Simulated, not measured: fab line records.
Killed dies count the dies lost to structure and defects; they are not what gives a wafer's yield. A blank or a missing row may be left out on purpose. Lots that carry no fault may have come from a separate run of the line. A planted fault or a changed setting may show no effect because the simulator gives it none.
Struck lot and sound lot, side by side	flow sky130	18 steps out of a route of 708
Sound: the wafers L622.1, L622.5, L622.6. Struck: wafer L636.2 (left out: L636.4, a lot-mate that was not struck); the cause follows at the end.
At each step with rows: each side's tool, then ch and its chambers, then its first start. Under that, the readings that differ: sound wafers	struck wafers	difference of the means	sigmas: that difference in standard deviations of wafers without a fault.
alike: readings whose means differ by less than 2 such deviations, and words and numbers that are the same on both sides. not compared: withheld readings, readings that some wafer has no value for, bounds like >300 that may hide the same value, and numbers for which the record gives no deviation and whose values overlap.
A row with sigmas, a row that says differs or no value, or rows on one side alone: a step with any of these is where the two part. When numbers do not overlap yet have no deviation, they are printed without sigmas and do not part them. Lack of a reading on every wafer of one side parts them only where that side has two or more wafers.

first, 1 step without rows for these wafers: SKY_SD_P_DEVELOP_06 (develop time 60 s).
SKY_SD_P_CD_MEAS_07 targets a cd of 380 nm.
  sound: cd_sem-02 at day 27 20:55; struck: cd_sem-01 at day 32 06:29
  alike: cd_nm
SKY_SD_P_OVL_MEAS_08:
  sound: overlay-02 at day 27 21:02; struck: overlay-01 at day 32 06:35
  alike: SD_P_OVL
next, for these wafers, 1 step has no rows: SKY_SD_P_IMPLANT_09.
SKY_SD_P_STRIP_10: strips in O2/N2.
  sound on plasma_asher-02 ch 0,1, day 27 21:13; struck on plasma_asher-04 ch 1, day 32 06:46
reading	sound	struck	difference	sigmas
strip_time_to_endpoint_s (s)	17.43 17.44 17.44	17.56	+0.12	+3
  alike: drypump_motor_current_A, n2_flow_sccm, oes_product_au
  not compared: rf_hours_counter_h
SKY_SD_P_TW_MEAS_11:
  sound: film_metro-02 at day 27 21:19; struck: film_metro-04 at day 32 06:53
reading	sound	struck	difference	sigmas
SD_P_TW	2844 2846 2858	2781	-68	-3
then, 6 steps without rows for these wafers: SKY_RES_XHIGH_DEHYDRATE_00 (time 60 s); SKY_RES_XHIGH_HMDS_01 (prime time 60 s); SKY_RES_XHIGH_COAT_02 (resist thk 1140 nm); SKY_RES_XHIGH_SOFTBAKE_03 (time 60 s); SKY_RES_XHIGH_EXPOSE_04 (exposes mask URPM, target cd 1270 nm); SKY_RES_XHIGH_PEB_05.
SKY_RES_XHIGH_DEVELOP_06: develop time 60 s.
  sound on litho_track-04 ch 0, day 29 01:40; struck on litho_track-02 ch 0, day 33 09:05
  alike: resist_line_temp_C
next, for these wafers, 1 step has no rows: SKY_RES_XHIGH_IMPLANT_07.
SKY_RES_XHIGH_STRIP_08: strips in O2/N2.
  sound on plasma_asher-04 ch 0,1, day 29 01:58; struck on plasma_asher-03 ch 0, day 33 09:22
reading	sound	struck	difference	sigmas
strip_time_to_endpoint_s (s)	14.21 14.25 14.23	14.38	+0.15	+3
  alike: drypump_motor_current_A, n2_flow_sccm, oes_product_au
  not compared: rf_hours_counter_h
SKY_RES_XHIGH_TW_MEAS_09:
  sound: film_metro-03 at day 29 02:04; struck: film_metro-03 at day 33 09:28
reading	sound	struck	difference	sigmas
RES_XHIGH_TW	1635 1635 1630	30	-1603	-99 or more
then, 1 step without rows for these wafers: SKY_SD_N_DEHYDRATE_00 (time 60 s).
-- record jumps: 17 days separate the struck wafers' starts on either side; left off in module SD_N, taken up again in module PAD_OPEN, whose first shown step is the route's number 708 --
SKY_PAD_OPEN_PROBE_99:
  sound: prober-01 at day 47 13:14; struck: prober-01 at day 50 09:52
reading	sound	struck	difference	sigmas
killed_at_other	0 0 1	426	+426	+99 or more
killed_dies	81 77 76	492	+414	+42
killed_on_rim	12 20 17	96	+80	+19
model.etest.res_xhigh_po.open	0 0 0	1	+1	
  alike: killed_at_M0_to_M3, killed_at_M4_up, killed_at_contacts, killed_at_front_end, killed_open, killed_short

WHERE THEY PART
Earliest at SKY_SD_P_STRIP_10; latest, in this record, at SKY_PAD_OPEN_PROBE_99.

WHY: whatever the simulator had introduced
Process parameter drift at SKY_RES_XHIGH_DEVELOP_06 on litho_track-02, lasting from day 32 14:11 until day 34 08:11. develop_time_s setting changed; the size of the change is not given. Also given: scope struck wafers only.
